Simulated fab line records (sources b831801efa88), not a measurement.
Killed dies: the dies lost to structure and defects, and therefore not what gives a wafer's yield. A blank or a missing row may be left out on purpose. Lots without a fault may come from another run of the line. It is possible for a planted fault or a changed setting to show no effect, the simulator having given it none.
Problem report in the 8D (eight disciplines) form, filled by code ; flow gf180mcu ; the parts of the form that need people (team, actions taken, sign-off) are left out

## 1. PROBLEM STATEMENT
Across 9 wafers from 3 lots, VT_IMPLANT_2_TW at GF_VT_IMPLANT_TW_MEAS_21 averages 1138, while fault-free wafers read 1210 with a standard deviation of 8.5. Relative to the usual mean, that is a shift of -8.5 standard deviations.
Seen first at day 9 07:58 on filmMetro-04, wafer L955.4. The record holds 39 wafers of 13 lots with a number at this step. Rule for "out", or "out of limits": more than 4 standard deviations from the usual mean. All remaining wafers that have a number are taken as sound.

## 2. WHAT THIS IS AND IS NOT
question;is;is not
which readings at this step;VT_IMPLANT_2_TW;-
which lots;L954, L955, L956;L944, L946, L948, L949, L952, L953, L959, L962, L965, L967
which wafers of those lots;all that have a number;-
read on which gauges;filmMetro-01, filmMetro-03, filmMetro-04;-
when;from day 9 07:58;"up to then (18 sound wafers); but 12 sound wafers of L959, L962, L965, L967 came after"

## 3. THE SUSPECTS, EACH WITH WHAT RULES IT OUT
Counting: a tool stays on the suspect list if, at a process step up to the reading, it processed all lots that are out and no sound lot following the first of them.
- the gauge at GF_VT_IMPLANT_TW_MEAS_21 is ruled out. The wafers that are out were read on 3 gauges (filmMetro-01, filmMetro-03, filmMetro-04).
- implanter-04 at GF_VT_IMPLANT_IMPLANT_19: kept. All lots that are out passed through it, beginning with L955 at day 9 07:46, and no sound lot followed; its final sound lot before that point was L953 at day 9 01:14. On those wafers its own readings are out: beamEnergyKeV.
After counting, what remains is implanter-04 at GF_VT_IMPLANT_IMPLANT_19.

## 4. THE CAUSE (what the simulator had put in)
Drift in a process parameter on implanter-04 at GF_VT_IMPLANT_IMPLANT_19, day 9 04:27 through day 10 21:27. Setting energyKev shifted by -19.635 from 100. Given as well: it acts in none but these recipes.
Counting left only this tool.

## 5. THE CHAIN OF EFFECTS, in route order
One row per reading whose mean, taken over the struck wafers that have a number, lies over 3 standard deviations from the usual. Scope: only readings with a usual standard deviation given in the record; hours: median across lots of the time from each lot's start at the first step in this table that gives one to its start at this step; sigmas: change in usual standard deviations.
hours;step;reading;usual;on struck wafers;change;sigmas
0;GF_VT_IMPLANT_IMPLANT_19;beamEnergyKeV;100.00;80.37;-19.63;-99 or more
0;GF_VT_IMPLANT_TW_MEAS_21;VT_IMPLANT_2_TW;1210;1138;-72;-8.5
Process steps it contains:
- GF_VT_IMPLANT_IMPLANT_19

## 6. HOW IT WOULD HAVE BEEN CAUGHT EARLIER
In this record the first reading out of limits at a measuring or inspecting step was taken at day 9 07:58, 4 hours after the fault began at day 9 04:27.
At GF_VT_IMPLANT_IMPLANT_19, the tool's own readings (beamEnergyKeV) were out on each struck wafer the step has a row for, so an alarm limit on them would have fired on the first such wafer.
Lots out: 3; of these, L954, L956 started GF_VT_IMPLANT_IMPLANT_19 on implanter-04 after day 9 07:58. A hold on the tool at that time would have spared those 2.
